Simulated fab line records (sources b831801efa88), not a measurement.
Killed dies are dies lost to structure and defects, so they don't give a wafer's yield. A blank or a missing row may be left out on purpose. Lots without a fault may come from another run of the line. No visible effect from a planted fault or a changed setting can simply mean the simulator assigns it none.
One fault through the eyes of 2 desks :: flow gf180mcu :: numbers are kept per desk, each desk with only its own; the story behind them comes last

## THE TOOL OWNER'S DESK: rie si-02
The tool's own readings at GF_POLY_GATE_ETCH_13 (etches poly-Si in HBr/Cl2, stops on SiO2, target depth 198.5 nm, time 69.6 s): means of the sampled wafers that have a number, for each lot that ran on this tool. If a lot's mean is further than 4 standard deviations from the usual mean, the lot is out of limits and carries the mark OUT (the distance appears in the brackets).
Columns: A = HBr_flow_sccm at GF_POLY_GATE_ETCH_13, usual 150.0 sccm; B = drypump motor current A at GF_POLY_GATE_ETCH_13, usual 5.5 A; C = oes product au at GF_POLY_GATE_ETCH_13, usual 0.989 a.u.; D = run length s at GF_POLY_GATE_ETCH_13, usual 97.8 s; E = throttle valve pct at GF_POLY_GATE_ETCH_13, usual 33.684 %
lot: L860
first seen here: day 10 01:53
A: 149.9
B: 6.1
C: 0.995
D: 97.7
E: 33.682

lot: L862
first seen here: day 10 21:52
A: 150.2
B: 5.8
C: 0.991
D: 97.7
E: 33.682

lot: L866
first seen here: day 11 22:07
A: 149.6
B: 5.8
C: 0.998
D: 80.7 (-45) OUT
E: 33.676

lot: L867
first seen here: day 12 11:05
A: 150.1
B: 5.8
C: 0.985
D: 80.6 (-45) OUT
E: 33.678

lot: L868
first seen here: day 12 15:47
A: 150.4
B: 6.0
C: 1.004
D: 80.5 (-46) OUT
E: 33.676
Finding of this desk: L866, L867, L868 out of limits; the first was L866 at day 11 22:07, on run length s at GF_POLY_GATE_ETCH_13. L860, L862 stayed within limits.

## METROLOGY DESK
Means of the sampled wafers that have a number, per lot and without regard to the tool the lot ran on: this is what the gauges read. If a lot's mean is further than 4 standard deviations from the usual mean, the lot is out of limits and carries the mark OUT (the distance appears in the brackets).
Columns: A = POLY_GATE_CVD_00_THK at GF_POLY_GATE_THK_MEAS_01, usual 199.7 nm; B = cd nm at GF_POLY_GATE_CD_MEAS_10, usual 280.4 nm; C = POLY_GATE_OVL at GF_POLY_GATE_OVL_MEAS_11, usual -4 nm
lot: L860
first seen here: day 9 08:32
A: 201.6
B: 279.7
C: -10

lot: L862
first seen here: day 10 03:40
A: 199.2
B: 281.0
C: -2

lot: L866
first seen here: day 11 02:19
A: 199.1
B: 280.8
C: -2

lot: L867
first seen here: day 11 15:22
A: 198.0
B: 280.3
C: -7

lot: L868
first seen here: day 11 20:34
A: 202.0
B: 280.8
C: -5

lot: L874
first seen here: day 13 19:19
A: 198.1
B: 279.4
C: -6

lot: L876
first seen here: day 14 04:15
A: 201.6
B: 278.9
C: 1
Finding of this desk: none of the 7 lots has anything out of limits.

## TAKEN TOGETHER
The tool owner's desk could have raised an alarm at day 11 22:07, on L866, L867, L868.
Metrology desk: nothing out of limits seen.
The metrology desk has L866, L867, L868 on record, within its limits.
Of the lots named, all ran GF_POLY_GATE_ETCH_13 on rie si-02.

## WHAT WAS PUT IN BY THE SIMULATOR
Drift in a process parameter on rie si-02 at GF_POLY_GATE_ETCH_13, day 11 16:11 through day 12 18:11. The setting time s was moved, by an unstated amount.
Lots struck among those shown: L866, L867, L868.
Time in hours from fault onset to the first out-of-limits reading at each desk: the tool owner's desk, 6.
